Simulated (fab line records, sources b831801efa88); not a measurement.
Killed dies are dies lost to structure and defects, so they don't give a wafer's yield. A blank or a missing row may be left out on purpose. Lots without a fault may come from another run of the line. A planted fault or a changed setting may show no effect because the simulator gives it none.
Which tool did it? | flow sky130 | 13 lots, 39 wafers sampled, at 5 steps of a route of 708

WHAT THE GAUGES READ, wafer by wafer
The record holds no reading of a measuring or inspecting step that can be judged against a usual standard deviation.

WHICH TOOL RAN EACH LOT (tool, then ch and the chambers of the sampled wafers, then the start)
lot  | SKY_FIELD_ISO_WET_ETCH_28      | SKY_METAL4_SPUTTER_01        | SKY_METAL4_SPUTTER_02        | SKY_PAD_OPEN_STRIP_08                | SKY_PAD_OPEN_PROBE_99
L305 | wet_bench-01 ch 1, day 2 08:01 | pvd_sputter-02, day 39 10:09 | pvd_sputter-02, day 39 10:11 | plasma_asher-04 ch 0,1, day 45 10:26 | prober-02, day 45 12:39
L306 | wet_bench-02 ch 1, day 2 15:37 | pvd_sputter-04, day 39 23:46 | pvd_sputter-04, day 39 23:47 | plasma_asher-03 ch 0, day 45 20:59   | prober-01, day 45 23:14
L307 | wet_bench-01 ch 3, day 2 20:47 | pvd_sputter-04, day 40 11:25 | pvd_sputter-04, day 40 11:27 | plasma_asher-02 ch 0,1, day 46 08:29 | prober-02, day 46 10:44
L314 | wet_bench-01 ch 3, day 4 11:32 | pvd_sputter-04, day 42 15:05 | pvd_sputter-04, day 42 15:06 | plasma_asher-03 ch 0,1, day 48 03:23 | prober-01, day 48 05:39
L315 | wet_bench-04 ch 1, day 4 17:32 | pvd_sputter-02, day 42 22:20 | pvd_sputter-02, day 42 22:22 | plasma_asher-04 ch 0,1, day 48 08:37 | prober-02, day 48 10:58
L316 | wet_bench-04 ch 3, day 4 22:36 | pvd_sputter-02, day 43 04:37 | pvd_sputter-02, day 43 04:39 | plasma_asher-03 ch 0,1, day 48 13:53 | prober-01, day 48 16:12
L317 | wet_bench-01 ch 1, day 5 02:46 | pvd_sputter-04, day 43 06:31 | pvd_sputter-04, day 43 06:32 | plasma_asher-04 ch 0,1, day 48 15:11 | prober-02, day 48 17:48
L319 | wet_bench-02 ch 1, day 5 12:25 | pvd_sputter-02, day 43 18:40 | pvd_sputter-02, day 43 18:42 | plasma_asher-03 ch 0,1, day 49 01:26 | prober-01, day 49 03:46
L320 | wet_bench-01 ch 2, day 5 17:00 | pvd_sputter-03, day 44 03:22 | pvd_sputter-03, day 44 03:23 | plasma_asher-02 ch 0,1, day 49 08:05 | prober-02, day 49 10:17
L321 | wet_bench-01 ch 3, day 5 19:52 | pvd_sputter-04, day 44 03:37 | pvd_sputter-04, day 44 03:38 | plasma_asher-04 ch 0,1, day 49 08:26 | prober-01, day 49 10:44
L324 | wet_bench-02 ch 1, day 6 12:22 | pvd_sputter-02, day 44 23:55 | pvd_sputter-02, day 44 23:56 | plasma_asher-04 ch 0,1, day 50 01:20 | prober-01, day 50 03:33
L325 | wet_bench-01 ch 0, day 6 16:42 | pvd_sputter-03, day 45 09:28 | pvd_sputter-03, day 45 09:29 | plasma_asher-03 ch 1, day 50 09:14   | prober-02, day 50 11:35
L327 | wet_bench-02 ch 1, day 7 07:08 | pvd_sputter-03, day 45 16:58 | pvd_sputter-03, day 45 16:59 | plasma_asher-04 ch 1, day 50 12:53   | prober-02, day 50 15:09
- SKY_FIELD_ISO_WET_ETCH_28: etches SiO2 in dHF, target depth 23.7 nm, time 47 s.
- SKY_METAL4_SPUTTER_01: material TiN, target thk 20 nm, time 16.7 s.
- SKY_METAL4_SPUTTER_02: material AlCu, target thk 735 nm, time 39.1 s.
- SKY_PAD_OPEN_STRIP_08: strips in O2/N2.
- SKY_PAD_OPEN_PROBE_99

WHAT THE TOOLS THEMSELVES READ (means of the sampled wafers that have a number; where no wafer has one, the mark that the record gives instead)
SKY_METAL4_SPUTTER_01. Usual: chamber_pressure_pa 0.3999 Pa, standard deviation 0.00075; throttle_valve_pct 29.9 %, standard deviation 1.
lot  | tool           | chamber_pressure_pa (Pa) | throttle_valve_pct (%) | flag
L305 | pvd_sputter-02 | 0.3996                   | 29.9                   |
L306 | pvd_sputter-04 | 0.4000                   | 31.0                   |
L307 | pvd_sputter-04 | 0.3997                   | 30.2                   |
L314 | pvd_sputter-04 | 0.4005                   | 30.2                   |
L315 | pvd_sputter-02 | 0.3992                   | 30.2                   |
L316 | pvd_sputter-02 | 0.4000                   | 29.8                   |
L317 | pvd_sputter-04 | 0.3998                   | 30.2                   |
L319 | pvd_sputter-02 | 0.3996                   | 30.0                   |
L320 | pvd_sputter-03 | 0.4002                   | 30.0                   |
L321 | pvd_sputter-04 | 0.3998                   | 29.9                   |
L324 | pvd_sputter-02 | 0.3996                   | 29.9                   |
L325 | pvd_sputter-03 | 0.4005                   | 30.1                   |
L327 | pvd_sputter-03 | 0.3995                   | 29.7                   |

SKY_METAL4_SPUTTER_02. Usual: chamber_pressure_pa 0.4001 Pa, standard deviation 0.00078; throttle_valve_pct 29.8 %, standard deviation 1.
lot  | tool           | chamber_pressure_pa (Pa) | throttle_valve_pct (%) | flag
L305 | pvd_sputter-02 | 0.3999                   | 30.1                   |
L306 | pvd_sputter-04 | 0.4005                   | 31.0                   |
L307 | pvd_sputter-04 | 0.4003                   | 30.1                   |
L314 | pvd_sputter-04 | 0.4011                   | 30.0                   |
L315 | pvd_sputter-02 | 0.4008                   | 30.3                   |
L316 | pvd_sputter-02 | 0.4007                   | 29.6                   |
L317 | pvd_sputter-04 | 0.4002                   | 30.2                   |
L319 | pvd_sputter-02 | 0.4000                   | 29.9                   |
L320 | pvd_sputter-03 | 0.4000                   | 29.9                   |
L321 | pvd_sputter-04 | 0.3997                   | 30.0                   |
L324 | pvd_sputter-02 | 0.4007                   | 29.8                   |
L325 | pvd_sputter-03 | 0.4003                   | 30.2                   |
L327 | pvd_sputter-03 | 0.3997                   | 29.7                   |

SKY_PAD_OPEN_STRIP_08. Usual: drypump_motor_current_A 5.6 A, standard deviation 0.4; oes_product_au 0.663 a.u., standard deviation 0.0044; strip_time_to_endpoint_s 37.07 s, standard deviation 0.094.
lot  | tool            | drypump_motor_current_A (A) | oes_product_au (a.u.) | strip_time_to_endpoint_s (s) | flag
L305 | plasma_asher-04 | 5.9                         | 0.663                 | 37.17                        |
L306 | plasma_asher-03 | 4.9                         | 0.663                 | 37.18                        |
L307 | plasma_asher-02 | 5.8                         | 0.667                 | 37.06                        |
L314 | plasma_asher-03 | 5.5                         | 0.663                 | 37.02                        |
L315 | plasma_asher-04 | 5.9                         | 0.666                 | 36.99                        |
L316 | plasma_asher-03 | 5.5                         | 0.660                 | 37.16                        |
L317 | plasma_asher-04 | 5.9                         | 0.665                 | 37.05                        |
L319 | plasma_asher-03 | 5.5                         | 0.661                 | 37.05                        |
L320 | plasma_asher-02 | 5.8                         | 0.660                 | 36.99                        |
L321 | plasma_asher-04 | 5.9                         | 0.658                 | 37.06                        |
L324 | plasma_asher-04 | 5.9                         | 0.666                 | 36.86                        |
L325 | plasma_asher-03 | 5.8                         | 0.659                 | 36.95                        |
L327 | plasma_asher-04 | 6.0                         | 0.663                 | 37.03                        |

SKY_PAD_OPEN_PROBE_99. Usual: killed_at_M0_to_M3 44, standard deviation 7.7; killed_at_M4_up 3.2, standard deviation 1.7; killed_at_contacts 24, standard deviation 5.3; killed_at_front_end 15, standard deviation 4.3; killed_at_other 0.3, standard deviation 0.57; killed_dies 87, standard deviation 11; killed_open 47, standard deviation 7.4; killed_short 40, standard deviation 6.5.
lot  | tool      | killed_at_M0_to_M3 | killed_at_M4_up | killed_at_contacts | killed_at_front_end | killed_at_other | killed_dies | killed_open | killed_short | flag
L305 | prober-02 | 48                 | 3.7             | 27                 | 9                   | 0.3             | 88          | 49          | 39           |
L306 | prober-01 | 54                 | 3.7             | 19                 | 14                  | 1.3             | 92          | 45          | 44           |
L307 | prober-02 | 43                 | 3.0             | 24                 | 13                  | 0.3             | 84          | 44          | 39           |
L314 | prober-01 | 44                 | 4.0             | 21                 | 15                  | 0.0             | 84          | 47          | 37           |
L315 | prober-02 | 44                 | 3.7             | 23                 | 66                  | 0.7             | 138         | 42          | 39           | OFF
L316 | prober-01 | 39                 | 4.0             | 21                 | 42                  | 0.0             | 106         | 47          | 34           | OFF
L317 | prober-02 | 46                 | 3.3             | 21                 | 21                  | 0.3             | 91          | 44          | 47           |
L319 | prober-01 | 50                 | 2.0             | 26                 | 20                  | 1.0             | 100         | 54          | 45           |
L320 | prober-02 | 40                 | 3.7             | 22                 | 17                  | 0.3             | 83          | 42          | 41           |
L321 | prober-01 | 45                 | 6.0             | 26                 | 12                  | 0.7             | 91          | 47          | 44           |
L324 | prober-01 | 40                 | 2.7             | 27                 | 18                  | 0.3             | 88          | 48          | 39           |
L325 | prober-02 | 41                 | 2.0             | 21                 | 19                  | 0.0             | 83          | 41          | 42           |
L327 | prober-02 | 58                 | 3.3             | 30                 | 18                  | 0.3             | 110         | 65          | 45           |

THE ANSWER, worked out from the rows above alone
Rule: a lot is off if the mean of its wafers that have a number lies more than 3 standard deviations from the usual mean. A lot without any number at a reading at which 4 lots or more have one is off too. The other lots that the step has rows for count as sound. The gauges are gone through in route order, then the tools' own readings, and for those a lot's mean is taken as printed above. The first step at which some lot is off is used, and at that step the reading that is off furthest; a lot without a number counts as furthest.
Off: L315, L316, at SKY_PAD_OPEN_PROBE_99 (killed_at_front_end).
A tool fits if, at that step or a process step before it, it ran every lot that is off, and no sound lot after the first of them. One fits: wet_bench-04 at SKY_FIELD_ISO_WET_ETCH_28. It ran no sound lot before its first lot that is off in this sample, so the start can't be narrowed down.

WHAT THE SIMULATOR HAD PUT IN
Chamber particle source: wet_bench-04, from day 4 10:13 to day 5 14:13, at SKY_FIELD_ISO_WET_ETCH_28. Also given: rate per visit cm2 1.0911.
Lots struck among those shown: L315, L316. The rule above found the same.
